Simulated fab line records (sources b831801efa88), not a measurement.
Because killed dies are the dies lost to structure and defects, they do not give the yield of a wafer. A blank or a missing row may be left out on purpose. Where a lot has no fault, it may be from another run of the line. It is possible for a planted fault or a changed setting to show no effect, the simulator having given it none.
A single fault, viewed from 2 desks | flow gf180mcu | only its own numbers are on each desk; what lay behind them is given at the end

## AT THE METROLOGY DESK
What the gauges read, lot by lot, whatever tool the lot ran on: means of the sampled wafers that have a number. The brackets show how far a lot's mean lies from the usual mean; more than 4 standard deviations puts the lot out of limits, marked OUT.
Columns: A = VT_IMPLANT_4_TW at GF_VT_IMPLANT_TW_MEAS_43, usual 690; B = LVPWELL_RS at GF_VT_IMPLANT_RS_MEAS_48, usual 1198.0 ohm/sq
lot  | first seen here | A              | B
L741 | day 7 12:40     | 688            | 1196.1
L743 | day 8 02:06     | 685            | 1204.4
L744 | day 8 07:14     | 689            | 1199.0
L746 | day 8 23:15     | 699            | 1197.5
L748 | day 9 11:12     | 700            | 1198.8
L749 | day 9 19:00     | 692            | 1196.9
L750 | day 10 00:46    | 680            | 1195.5
L754 | day 11 05:18    | 679            | 1194.1
L757 | day 12 01:54    | 693            | 1195.6
L759 | day 12 12:57    | 666            | 1196.2
L760 | day 12 20:26    | 640 (-6.6) OUT | 1197.7
L763 | day 13 18:13    | 702            | 1199.2
L764 | day 13 21:52    | 693            | 1201.3
Per this desk, out of limits: L760; the first was L760, day 12 20:26 (VT_IMPLANT_4_TW at GF_VT_IMPLANT_TW_MEAS_43). L741, L743, L744, L746, L748, L749, L750, L754, L757, L759, L763, L764: within limits.

## DESK OF THE TOOL OWNER: implanter-02
The tool's own readings at GF_VT_IMPLANT_IMPLANT_41, given as means over the sampled wafers that have a number, one for each lot that went through this tool. The brackets show how far a lot's mean lies from the usual mean; more than 4 standard deviations puts the lot out of limits, marked OUT.
Columns: A = beamEnergyKeV at GF_VT_IMPLANT_IMPLANT_41, usual 69.996
lot  | first seen here | A
L743 | day 8 01:51     | 69.992
L746 | day 8 23:00     | 70.015
L749 | day 9 18:45     | 70.017
L754 | day 11 05:03    | 70.028
L757 | day 12 01:40    | 69.984
L759 | day 12 12:42    | 69.988
L760 | day 12 20:11    | 69.996
This desk found nothing out of limits on any of the 7 lots.

## PUT TOGETHER
L760 would have let the metrology desk raise an alarm at day 12 20:26.
The tool owner's desk saw nothing out of limits.
On record at the tool owner's desk: L760, within its limits.
Of the lots named, all ran GF_VT_IMPLANT_IMPLANT_41 on implanter-02.

## WHAT HAD BEEN PUT IN BY THE SIMULATOR
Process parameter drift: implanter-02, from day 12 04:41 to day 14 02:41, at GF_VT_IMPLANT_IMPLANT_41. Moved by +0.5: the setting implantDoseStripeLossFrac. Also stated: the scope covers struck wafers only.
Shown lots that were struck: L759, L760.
Per desk, hours elapsed from the start of the fault to the first reading out of limits: for the metrology desk, 16.
